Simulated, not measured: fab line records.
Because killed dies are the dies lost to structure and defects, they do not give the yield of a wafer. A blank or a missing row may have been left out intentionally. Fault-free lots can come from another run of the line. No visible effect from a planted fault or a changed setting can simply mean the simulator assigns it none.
Which of the tools did it? | flow gf180mcu | 16 wafers sampled from 6 lots at 1 step of a route of 602

## WHAT EACH GAUGE READ, for each wafer
GF_LVPWELL_OVL_MEAS_07.
lot  | measured    | on         | LVPWELL_OVL (nm)
L876 | day 4 18:56 | overlay-01 | 2.6 1.8 -0.1
L878 | day 5 06:49 | overlay-02 | 0.6 1.7 0.6
L880 | day 5 16:32 | overlay-01 | 2.1 3.4 1.3
L886 | day 7 10:10 | overlay-01 | 1.4 -0.7 -0.6
L888 | day 7 22:04 | overlay-02 | 1.1 1.5
L891 | day 8 07:31 | overlay-02 | 1.1 1.9

## TOOL THAT RAN EACH LOT (tool first, then ch and the chambers of the sampled wafers, then the start)
No process step before these readings appears in the record.

## THE ANSWER, worked out from the rows above alone
Rule: usual is defined by the lots themselves. Put in order of their means at a reading, lots are off if they are a third of the lots or fewer, leave a main group of 4 or more, and stand apart from it by a gap of 3 or more times the standard deviation of the main group's means; of several such gaps the widest counts. A main group is skipped when, at the precision printed for the reading in the tables above, its means are all equal. A lot without any number at a reading at which 4 lots or more have one is off too. The other lots that the step has rows for count as sound.
Across all readings shown, no lot is off: no conclusion can be drawn from this.

## WHAT THE SIMULATOR HAD INSERTED
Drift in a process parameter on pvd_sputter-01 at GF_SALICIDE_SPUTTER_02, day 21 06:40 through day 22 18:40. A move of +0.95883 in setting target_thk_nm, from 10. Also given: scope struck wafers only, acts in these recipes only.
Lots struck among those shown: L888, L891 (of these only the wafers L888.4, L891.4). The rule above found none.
